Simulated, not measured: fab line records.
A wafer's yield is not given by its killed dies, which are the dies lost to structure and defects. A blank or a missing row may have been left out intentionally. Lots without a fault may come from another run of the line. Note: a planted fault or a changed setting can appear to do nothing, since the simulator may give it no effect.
2 desks looking at one fault ; flow sky130 ; every desk sees just its own numbers, and what lay behind them comes last

== DESK OF THE TOOL OWNER: wet-bench-02 ==
The tool's own readings at SKY_FIELD_ISO_WET_ETCH_30 (etches SiO2 in dHF, target depth 25 nm, time 50 s): means of the sampled wafers that have a number, for each lot that ran on this tool. Any lot whose mean is over 4 standard deviations away from the usual mean is out of limits and marked OUT; that distance is given in the brackets.
Columns: A = bath-heat-duty-pct at SKY_FIELD_ISO_WET_ETCH_30, usual 6.8 %; B = temp-c at SKY_FIELD_ISO_WET_ETCH_30, usual 25.00 C
lot;first seen here;A;B
L121;day 4 23:00;6.3;25.14
L128;day 6 11:03;25.9 (+21) OUT;39.88 (+99 or more) OUT
L131;day 7 03:35;26.4 (+22) OUT;39.84 (+99 or more) OUT
This desk's verdict: out of limits on L128, L131, starting with L128 at day 6 11:03 (bath-heat-duty-pct at SKY_FIELD_ISO_WET_ETCH_30). In limits: L121.

== AT THE METROLOGY DESK ==
Means of the sampled wafers that have a number, per lot and without regard to the tool the lot ran on: this is what the gauges read. Any lot whose mean is over 4 standard deviations away from the usual mean is out of limits and marked OUT; that distance is given in the brackets.
Columns: A = FIELD_ISO_OXIDATION_01_THK at SKY_FIELD_ISO_THK_MEAS_23, usual 10.07 nm; B = FIELD_ISO_CVD_24_THK at SKY_FIELD_ISO_THK_MEAS_25, usual 595 nm; C = NWELL_OXIDATION_THK at SKY_NWELL_THK_MEAS_02, usual 10.11 nm; D = DNWELL_TW at SKY_DNWELL_TW_MEAS_09, usual 1125; E = PWDE_OVL at SKY_PWDE_OVL_MEAS_07, usual 0.2 nm; F = PWDE_TW at SKY_PWDE_TW_MEAS_10, usual 377
lot;first seen here;A;B;C;D;E;F
L113;day 2 22:16;9.99;598;9.80;1114;-0.9;381
L116;day 3 12:59;10.05;593;9.97;1145;0.6;382
L121;day 4 18:16;10.13;585;10.37;1138;0.6;372
L128;day 6 05:42;10.18;599;10.16;1129;0.7;376
L131;day 7 01:04;10.08;602;10.00;1112;0.6;379
L133;day 7 12:41;9.94;587;9.97;1127;-0.4;379
Finding of this desk: none of the 6 lots has anything out of limits.

== TAKEN TOGETHER ==
An alarm could have come from the tool owner's desk at day 6 11:03, on L128, L131.
Nothing out of limits was seen by the metrology desk.
The metrology desk has L128, L131 on record, within its limits.
Every lot named ran SKY_FIELD_ISO_WET_ETCH_30 on wet-bench-02.

== WHAT THE SIMULATOR PUT IN ==
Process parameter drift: wet-bench-02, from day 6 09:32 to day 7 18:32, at SKY_FIELD_ISO_WET_ETCH_30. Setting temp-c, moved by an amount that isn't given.
Struck lots among those shown: L128, L131.
How many hours passed from the start of the fault until each desk's first out-of-limits reading: the tool owner's desk, 2.
